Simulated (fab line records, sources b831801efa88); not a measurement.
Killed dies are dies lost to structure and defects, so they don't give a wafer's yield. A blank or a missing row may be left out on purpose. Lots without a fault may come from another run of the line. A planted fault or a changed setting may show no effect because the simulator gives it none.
fab line records | flow sky130
record lots=6 wafers=18 last_day=50
route steps=708 shown LI_CONTACT@369 PAD_OPEN@708
lots that met no fault: from a run of the same line without faults
start_h: hours from the record's first day to the start of the lot's first wafer shown | wait_h: hours since the lot's step before | " the same as in the row above | L1.1+2: a row that stands for several wafers | - no value, or no start given | * or withheld: withheld | < > ~ a bound
route shown NAME@n: a module of which the file shows steps, and the number in the route of the first | usual: mean/standard deviation of fault-free wafers | same: alike in all rows | chamber/n: place in a boat | sites: the reading at each site | _std_site: their standard deviation | _edge_site: outer sites' mean less inner sites' | radius_mm: how far each site lies from the wafer's centre | mask NAME#n: copy n | behind: the tool/chamber that last shaped the wafer | hold: why the lot was held/for how many hours/how that ended | device: the transistor (n, p or np) that didn't switch | end of line: the same wafers' tests at the end of the route | a step without rows: its recipe alone | killed: dies lost to structure and defects at the first sort, not the wafer's yield | map: a wafer's dies, x killed, . not, _ none there
set.NAME: the setting as run; set.NAME@STEP: as run at that earlier step | model.NAME: the simulator's own value behind a step, which no gauge read
lots at some steps of the route; a table a step, a row a wafer
services: from which hour (start_h, from the record's first day; less than 0 if before it) a tool's chamber was out of use, for how many hours, and why
## steps
# step SKY_LI_CONTACT_COAT_07
# recipe resist=KrF-thick spin_rpm=3000 resist_thk_nm=450
# step SKY_LI_CONTACT_SOFTBAKE_08
# recipe temp_c=100 time_s=90 resist=KrF-thick
# step SKY_LI_CONTACT_EXPOSE_09
# recipe mask_id=LICM1 na=0.8 source_shape=annular sigma_inner=0.55 sigma_outer=0.85 target_cd_nm=170 dose_mj=38
# step SKY_LI_CONTACT_PEB_10
# recipe peb_temp_c=withheld peb_time_s=withheld resist=KrF-thick
# step SKY_LI_CONTACT_DEVELOP_11
# recipe develop_time_s=60 resist=KrF-thick dev_temp_c=21
# step SKY_LI_CONTACT_CD_MEAS_12
# recipe target_cd_nm=170
# usual cd_nm=169.8/1.3
# columns lot.wafer tool chamber start_h wait_h cd_nm
L674.3 cd_sem-01 - 683.70 - 169.7
L674.4 " - " " 169.6
L674.5 " - " " 168.7
L683.1 cd_sem-01 - 750.68 - 170.6
L683.4 " - " " 171.2
L683.6 " - " " 169.8
L687.2 cd_sem-01 - 786.73 - 169.1
L687.3 " - " " 170.0
L687.5 " - " " 169.6
L688.2 cd_sem-01 - 791.00 - 171.8
L688.5 " - " " 170.7
L688.6 " - " " 169.1
L693.2 cd_sem-02 - 830.53 - 167.9
L693.4 " - " " 167.5
L693.5 " - " " 168.4
L696.2 cd_sem-02 - 851.40 - 168.7
L696.4 " - " " 167.6
L696.5 " - " " 168.4
# step SKY_LI_CONTACT_OVL_MEAS_13
# usual LI_CONTACT_OVL=0/5.8
# columns lot.wafer tool chamber start_h wait_h LI_CONTACT_OVL[nm]
L674.3 overlay-02 - 683.79 0.1 3
L674.4 " - " " 5
L674.5 " - " " 2
L683.1 overlay-01 - 750.80 0.1 9
L683.4 " - " " 7
L683.6 " - " " 1
L687.2 overlay-01 - 786.83 0.1 -3
L687.3 " - " " 2
L687.5 " - " " -3
L688.2 overlay-02 - 791.10 0.1 -9
L688.5 " - " " -1
L688.6 " - " " -6
L693.2 overlay-02 - 830.63 0.1 -7
L693.4 " - " " 0
L693.5 " - " " -1
L696.2 overlay-02 - 851.50 0.1 6
L696.4 " - " " 2
L696.5 " - " " 5
# step SKY_LI_CONTACT_ETCH_14
# recipe chemistry=N2/H2 target=BARC ion_energy_ev=200 source_w=500 bias_w=100 pressure_mtorr=30 n2_flow_sccm=100 h2_flow_sccm=200 stop_on=SiO2 time_s=45.9 target_depth_a=600
# usual drypump_motor_current_A=5.4/0.53 h2_flow_sccm=200.1/0.56 oes_product_au=0.855/0.0048 throttle_valve_pct=13.224/0.0085
# columns lot.wafer tool chamber start_h wait_h drypump_motor_current_A h2_flow_sccm oes_product_au rf_hours_counter_h throttle_valve_pct
L674.3 rie_diel-03 2 683.81 0.0 4.8 200.6 0.859 21 13.213
L674.4 " 3 " " 4.7 200.0 0.857 - 13.233
L674.5 " 1 " " 6.2 199.4 0.852 - 13.213
L683.1 rie_diel-03 2 750.83 0.0 4.8 200.3 0.845 23 13.229
L683.4 " 0 " " 5.2 199.6 0.855 1 13.207
L683.6 " 3 " " 4.7 201.1 0.856 - 13.203
L687.2 rie_diel-01 3 786.86 0.0 5.2 200.9 0.863 4 13.225
L687.3 " 0 " " 5.1 199.8 0.861 - 13.214
L687.5 " 0 " " 5.1 200.9 0.858 - 13.220
L688.2 rie_diel-03 0 791.13 0.0 5.2 199.9 0.861 3 13.236
L688.5 " 0 " " 5.2 199.7 0.862 - 13.223
L688.6 " 1 " " 6.2 200.1 0.859 - 13.220
L693.2 rie_diel-03 0 830.66 0.0 5.2 200.6 0.858 4 13.225
L693.4 " 3 " " 4.7 199.8 0.857 13 13.224
L693.5 " 0 " " 5.2 199.9 0.861 - 13.218
L696.2 rie_diel-04 2 851.53 0.0 5.4 198.9 0.857 19 13.236
L696.4 " 2 " " 5.4 199.8 0.851 - 13.213
L696.5 " 0 " " 6.0 200.4 0.853 - 13.227
# step SKY_LI_CONTACT_ETCH_15
# recipe target=PSG chemistry=C4F8/O2/Ar stop_on=Si taper_deg=4.15 mask_material=KrF-thick source_w=1500 bias_w=1200 pressure_mtorr=40 c4f8_flow_sccm=withheld O2_flow_sccm=6 Ar_flow_sccm=300 time_s=withheld target_depth_a=6000
# usual oes_product_au=0.837/0.0048
# columns lot.wafer tool chamber start_h wait_h oes_product_au
L674.3 rie_diel-03 2 683.86 0.0 0.838
L674.4 " 3 " " 0.837
L674.5 " 1 " " 0.838
L683.1 rie_diel-03 2 750.87 0.0 0.844
L683.4 " 0 " " 0.834
L683.6 " 3 " " 0.838
L687.2 rie_diel-01 3 786.93 0.0 0.839
L687.3 " 0 " " 0.841
L687.5 " 0 " " 0.834
L688.2 rie_diel-03 0 791.17 0.0 0.837
L688.5 " 0 " " 0.842
L688.6 " 1 " " 0.841
L693.2 rie_diel-03 0 830.71 0.0 0.844
L693.4 " 3 " " 0.834
L693.5 " 0 " " 0.835
L696.2 rie_diel-04 2 851.57 0.0 0.837
L696.4 " 2 " " 0.836
L696.5 " 0 " " 0.831
# step SKY_LI_CONTACT_STRIP_16
# recipe chemistry=O2/N2 power_w=1400 pressure_mtorr=1500 platen_temp_c=withheld o2_flow_sccm=3000 n2_flow_sccm=300 overash_fraction=0.5
# usual drypump_motor_current_A=5.92/0.28 o2_flow_sccm=3000/9.1 oes_product_au=0.375/0.0055 strip_time_to_endpoint_s=3.48/0.05
# columns lot.wafer tool chamber start_h wait_h drypump_motor_current_A o2_flow_sccm oes_product_au rf_hours_counter_h strip_time_to_endpoint_s
L674.3 plasma_asher-04 1 683.97 - 5.68 3015 0.363 - 3.53
L674.4 " 0 " " 6.07 3010 0.376 - 3.44
L674.5 " 0 " " 6.08 3001 0.371 - 3.50
L683.1 plasma_asher-03 0 750.96 - 6.15 2995 0.377 31 3.50
L683.4 " 1 " " 5.54 3009 0.382 - 3.52
L683.6 " 0 " " 6.17 3007 0.376 - 3.44
L687.2 plasma_asher-04 1 787.06 - 5.65 3019 0.381 68 3.48
L687.3 " 1 " " 5.65 3019 0.388 - 3.55
L687.5 " 1 " " 5.66 3001 0.370 - 3.52
L688.2 plasma_asher-04 0 791.26 - 6.07 2990 0.374 69 3.54
L688.5 " 0 " " 6.07 2999 0.372 - 3.48
L688.6 " 1 " " 5.66 2994 0.370 - 3.42
L693.2 plasma_asher-03 1 830.79 - 5.53 2999 0.381 40 3.55
L693.4 " 1 " " 5.53 3012 0.372 - 3.45
L693.5 " 0 " " 6.16 3012 0.378 - 3.52
L696.2 plasma_asher-01 1 851.66 - 6.24 3010 0.371 95 3.54
L696.4 " 0 " " 6.11 2992 0.374 - 3.51
L696.5 " 0 " " 6.10 2989 0.368 - 3.46
# step SKY_LI_CONTACT_CLEAN_17
# recipe chemistry=NMP time_s=600 temp_c=60 dry=n2_spin
# step SKY_LI_CONTACT_PRE_CLEAN_18
# recipe gas=Ar time_s=5.6 bias_v=358
# step SKY_LI_CONTACT_SPUTTER_19
# recipe material=Ti target_thk_nm=20 chamber_pressure_pa=5 power_w=2500 substrate_temp_c=200 time_s=106.37
# usual throttle_valve_pct=30.2/0.75
# columns lot.wafer tool chamber start_h wait_h throttle_valve_pct model.Ti_of_LI_CONTACT_SPUTTER_19.thk_nm
L674.3 pvd_sputter-04 - 684.24 0.0 30.7 20.04
L674.4 " - " " 31.3 19.63
L674.5 " - " " 30.8 20.17
L683.1 pvd_sputter-04 - 751.27 0.0 30.8 19.97
L683.4 " - " " 29.9 20.18
L683.6 " - " " 31.0 19.83
L687.2 pvd_sputter-04 - 787.35 0.0 30.9 22.51
L687.3 " - " " 30.0 20.16
L687.5 " - " " 30.8 22.26
L688.2 pvd_sputter-04 - 791.55 0.0 30.8 22.37
L688.5 " - " " 31.0 22.02
L688.6 " - " " 30.8 22.48
L693.2 pvd_sputter-03 - 831.10 0.0 30.4 19.99
L693.4 " - " " 29.4 19.83
L693.5 " - " " 29.8 19.94
L696.2 pvd_sputter-04 - 851.96 0.0 30.0 19.87
L696.4 " - " " 31.0 19.92
L696.5 " - " " 30.8 19.65
# step SKY_LI_CONTACT_SPUTTER_20
# recipe material=TiN target_thk_nm=20 chamber_pressure_pa=5 power_w=4000 time_s=80
# usual throttle_valve_pct=30.2/0.74
# columns lot.wafer tool chamber start_h wait_h throttle_valve_pct
L674.3 pvd_sputter-04 - 684.31 0.0 30.9
L674.4 " - " " 30.9
L674.5 " - " " 30.8
L683.1 pvd_sputter-04 - 751.35 0.0 31.1
L683.4 " - " " 29.9
L683.6 " - " " 30.9
L687.2 pvd_sputter-04 - 787.43 0.0 30.9
L687.3 " - " " 30.2
L687.5 " - " " 31.0
L688.2 pvd_sputter-04 - 791.63 0.0 30.8
L688.5 " - " " 31.0
L688.6 " - " " 30.7
L693.2 pvd_sputter-03 - 831.18 0.0 30.4
L693.4 " - " " 29.3
L693.5 " - " " 29.5
L696.2 pvd_sputter-04 - 852.03 0.0 29.9
L696.4 " - " " 31.0
L696.5 " - " " 31.1
# step SKY_PAD_OPEN_PROBE_99
# usual killed_at_M0_to_M3=42/6.1 killed_at_M4_up=3.1/1.7 killed_at_contacts=24/5.5 killed_at_front_end=16/4.1 killed_at_other=0.3/0.57 killed_dies=86/8.2 killed_open=47/6.8 killed_short=38/5.8
# same gross_dies=492 killed_at_back_side=0
# columns lot.wafer tool chamber start_h wait_h killed_at_M0_to_M3 killed_at_M4_up killed_at_contacts killed_at_front_end killed_at_other killed_dies killed_open killed_short
L688.2 prober-01 - 1159.73 0.1 32 4 38 16 1 91 51 39
L688.5 prober-01 - 1159.88 0.2 39 3 25 15 1 83 50 33
L688.6 prober-01 - 1159.93 0.2 49 2 20 15 0 86 36 50
L693.2 prober-02 - 1182.26 0.1 46 1 26 24 1 98 60 37
L693.4 prober-02 - 1182.36 0.2 44 1 24 18 2 89 51 36
L693.5 prober-02 - 1182.41 0.2 45 3 28 14 1 91 48 42
# killed by level:class
L688.2 CONTACT:geometric_particle:open=12 LI_CONTACT:geometric_particle:open=8 VIA2:geometric_particle:open=8 LOCAL_INTERCONNECT:geometric_particle:short=6 CONTACT:geometric_particle:short=5 LI_CONTACT:geometric_particle:short=4 METAL2:geometric_particle:short=4 VIA1:geometric_particle:open=4
L688.5 VIA1:geometric_particle:open=10 LI_CONTACT:geometric_particle:open=9 POLY_GATE:geometric_particle:open=6 CONTACT:geometric_particle:open=6 CONTACT:geometric_particle:short=5 METAL1:geometric_particle:short=5 METAL2:geometric_particle:short=5 VIA2:geometric_particle:open=5
L688.6 METAL1:geometric_particle:short=9 METAL2:geometric_particle:short=8 CONTACT:geometric_particle:short=7 VIA3:geometric_particle:open=7 POLY_GATE:geometric_particle:open=5 CONTACT:geometric_particle:open=5 VIA1:geometric_particle:short=5 VIA1:geometric_particle:open=5
L693.2 CONTACT:geometric_particle:open=10 VIA2:geometric_particle:open=10 VIA3:geometric_particle:open=9 CONTACT:geometric_particle:short=8 VIA1:geometric_particle:open=8 METAL1:geometric_particle:short=8 POLY_GATE:geometric_particle:open=7 LI_CONTACT:geometric_particle:open=6
L693.4 CONTACT:geometric_particle:open=13 VIA1:geometric_particle:short=6 POLY_GATE:geometric_particle:open=6 VIA1:geometric_particle:open=5 METAL3:geometric_particle:short=5 VIA3:geometric_particle:open=5 CONTACT:geometric_particle:short=4 METAL1:geometric_particle:open=4
L693.5 LI_CONTACT:geometric_particle:open=11 METAL1:geometric_particle:short=9 VIA3:geometric_particle:open=8 VIA1:geometric_particle:open=7 CONTACT:geometric_particle:open=6 VIA2:geometric_particle:open=6 FIELD_ISO:geometric_particle:open=5 LI_CONTACT:geometric_particle:short=4
## services
# columns tool chamber start_h hours kind
rie_diel-03 - 661.37 0.3 repair
rie_diel-01 - 663.51 2.8 pm
rie_diel-03 0 674.23 3.0 repair
plasma_asher-03 - 679.66 13.8 repair
plasma_asher-03 - 690.06 6.2 repair
rie_diel-01 2 699.38 6.4 repair
rie_diel-04 - 702.24 0.9 repair
plasma_asher-01 - 714.01 3.3 repair
plasma_asher-01 - 720.72 15.6 pm
rie_diel-03 2 740.72 3.3 repair
pvd_sputter-04 - 753.22 3.7 repair
rie_diel-01 2 753.47 30.5 repair
rie_diel-03 2 755.14 17.2 repair
pvd_sputter-03 - 771.79 1.0 repair
rie_diel-03 1 781.05 2.6 repair
rie_diel-01 2 786.53 10.6 repair
plasma_asher-01 - 787.19 28.1 pm
pvd_sputter-04 0 809.02 - consumable_replace:kit
pvd_sputter-04 0 809.02 18.0 scheduled_down
pvd_sputter-04 0 809.02 18.0 vent_cycle
plasma_asher-01 - 833.94 0.9 repair
rie_diel-01 3 834.81 4.8 repair
plasma_asher-01 - 847.46 3.7 repair
plasma_asher-04 - 848.80 3.8 repair
## key
first_sign none at tools or gauges
model_effect step=SKY_LI_CONTACT_SPUTTER_19 value=Ti_of_LI_CONTACT_SPUTTER_19.thk_nm without=20.07 struck=22.33
met_at SKY_LI_CONTACT_SPUTTER_19
struck_wafers L687.2,L687.5,L688.2,L688.5,L688.6
tester_left_out L687,L688
onset_between 751.27 787.35
fault kind=process_parameter_drift tool=pvd_sputter-04 chamber=- onset_h=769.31 steps=SKY_LI_CONTACT_SPUTTER_19 channel=target_thk_nm offset=2.262 shape=step end_h=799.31 scope=struck_wafers_only acts_in=these_recipes_only stated=20
# tester_left_out: of these lots the tester's yield and bins aren't shown, on N5 and GAA mostly nor the transistor test; their killed dies are dies lost to structure and defects alone, not to doping, threshold or leakage, so they don't give the yield
